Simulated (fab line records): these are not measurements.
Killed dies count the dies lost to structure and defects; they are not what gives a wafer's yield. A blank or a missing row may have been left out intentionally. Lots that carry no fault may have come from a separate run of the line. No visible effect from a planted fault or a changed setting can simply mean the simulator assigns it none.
Matching of chambers	flow sky130	4 sister chambers for SKY_FIELD_ISO_ETCH_15 on rie diel-01
The step etches the open film in CHF3/O2, stops on Si, target depth 180 nm, time 72 s. 16 wafers are shown with their chamber, then 8 later ones without.

## WAFERS PAIRED WITH THEIR CHAMBERS
wafer	chamber	throttle valve pct (%)	oes product au (a.u.)
L487.3	3	8.836	0.948
L487.4	1	8.849	0.939
L487.5	2	8.839	0.940
L489.2	3	8.846	0.943
L489.5	1	8.840	0.945
L489.6	0	8.840	0.945
L491.1	0	8.840	0.948
L491.2	2	8.838	0.949
L491.4	1	8.844	0.935
L494.3	0	8.836	0.939
L494.4	1	8.846	0.934
L494.5	2	8.840	0.943
L496.1	2	8.847	0.954
L496.5	2	8.846	0.946
L496.6	1	8.854	0.959
L506.3	2	8.844	0.963

SIGNATURES, as means of the wafers listed above
reading	chamber 0	chamber 1	chamber 2	chamber 3	scatter within a chamber
throttle valve pct	8.83867	8.84660	8.84233	8.84100	0.00452
oes product au	0.94400	0.94240	0.94917	0.94550	0.00827
Rule: a wafer lies at a distance from a chamber equal to the root of the sum of squares, over the readings, of (its reading less the chamber's mean, divided by the reading's scatter). If the next closest chamber is less than 2 further off than the closest, the wafer can't be placed; otherwise it belongs to the closest. The scatter is the square root of a quotient: the sum, over the shown wafers, of each reading's squared deviation from its chamber's mean, divided by wafers minus chambers.

## WAFERS WHOSE CHAMBER IS MISSING
wafer	throttle valve pct (%)	oes product au (a.u.)
L506.4	8.851	0.947
L506.5	8.853	0.945
L507.2	8.825	0.943
L507.4	8.850	0.956
L507.6	8.856	0.952
L508.1	8.848	0.937
L508.4	8.846	0.931
L508.6	8.838	0.932

## WHICH CHAMBER EACH WENT THROUGH
wafer	from the rows above	in truth
L506.4	can't be placed: 1 or 2 or 3 or 0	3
L506.5	can't be placed: 1 or 2 or 3 or 0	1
L507.2	can't be placed: 0 or 3 or 2 or 1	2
L507.4	can't be placed: 1 or 2 or 3 or 0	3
L507.6	can't be placed: 1 or 2 or 3 or 0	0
L508.1	can't be placed: 1 or 3 or 2 or 0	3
L508.4	can't be placed: 1 or 3 or 0 or 2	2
L508.6	can't be placed: 0 or 3 or 1 or 2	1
Correctly placed: 0 of 8. Unplaceable from these rows: 8, with the true chamber sitting among the candidates in 8. Number placed wrongly: 0.
